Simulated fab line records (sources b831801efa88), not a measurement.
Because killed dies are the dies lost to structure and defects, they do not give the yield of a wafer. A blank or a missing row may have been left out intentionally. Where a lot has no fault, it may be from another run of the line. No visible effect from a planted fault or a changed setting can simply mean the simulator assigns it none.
Which tool was responsible? + flow gf180mcu + Sampling: 6 lots, 16 wafers, 3 of 602 route steps

WHAT THE GAUGES READ, wafer by wafer
GF_CONTACT_RS_MEAS_25: the measuring method here is four-point-probe.
| lot  | measured     | on           | CONTACT_W_RS (ohm/sq) |
|------|--------------|--------------|-----------------------|
| L940 | day 16 19:00 | filmMetro-02 | 0.374 0.384 0.378     |
| L945 | day 18 18:03 | filmMetro-01 | 0.255                 |
| L947 | day 19 06:23 | filmMetro-01 | 0.388 0.384 0.378     |
| L956 | day 22 17:10 | filmMetro-02 | 0.382 0.382 0.384     |
| L958 | day 23 06:16 | filmMetro-02 | 0.385 0.381 0.380     |
| L961 | day 24 10:37 | filmMetro-04 | 0.386 0.383 0.385     |

WHAT TOOL EACH LOT RAN ON (gives the tool, then ch and the chambers of the sampled wafers, and finally the start)
| lot  | GF_CONTACT_SPUTTER_22       | GF_CONTACT_CVD_24            |
|------|-----------------------------|------------------------------|
| L940 | pvdSputter-03, day 16 18:47 | cvdW-01 ch 0,1, day 16 18:53 |
| L945 | pvdSputter-03, day 18 17:47 | cvdW-02 ch 0, day 18 17:56   |
| L947 | pvdSputter-03, day 19 06:11 | cvdW-01 ch 0,1, day 19 06:17 |
| L956 | pvdSputter-03, day 22 16:56 | cvdW-01 ch 0,1, day 22 17:02 |
| L958 | pvdSputter-01, day 23 06:02 | cvdW-01 ch 0,1, day 23 06:08 |
| L961 | pvdSputter-01, day 24 10:23 | cvdW-02 ch 0,1, day 24 10:29 |
- GF_CONTACT_SPUTTER_22: material Ti, target thk 15 nm, time 80.02 s.
- GF_CONTACT_CVD_24: deposits W, target thk 300 nm, time 90.339 s.

THE ANSWER, worked out from the rows above alone
Rule: usual is defined by the lots themselves. The widest of any qualifying gaps counts: lots, ordered by their means at a reading, are off when they make up no more than a third of the lots, leave a main group of 4 or more, and stand apart from it by 3 or more times the standard deviation of that group's means. The tables above print the reading to a certain number of digits; a main group whose means all agree to those digits is not used. A lot without any number at a reading at which 4 lots or more have one is off too. All remaining lots with rows at the step are treated as sound.
Off: at GF_CONTACT_RS_MEAS_25 (CONTACT_W_RS), L945. For the main group the mean is 0.382 ohm/sq and the standard deviation 0.002.
A tool fits if, at a process step before that reading, it ran every lot that is off, and no sound lot after the first of them. Those tools and the gauges at GF_CONTACT_RS_MEAS_25 are tried in the same way. Of those tried, none fits.

WHAT WAS PUT IN BY THE SIMULATOR
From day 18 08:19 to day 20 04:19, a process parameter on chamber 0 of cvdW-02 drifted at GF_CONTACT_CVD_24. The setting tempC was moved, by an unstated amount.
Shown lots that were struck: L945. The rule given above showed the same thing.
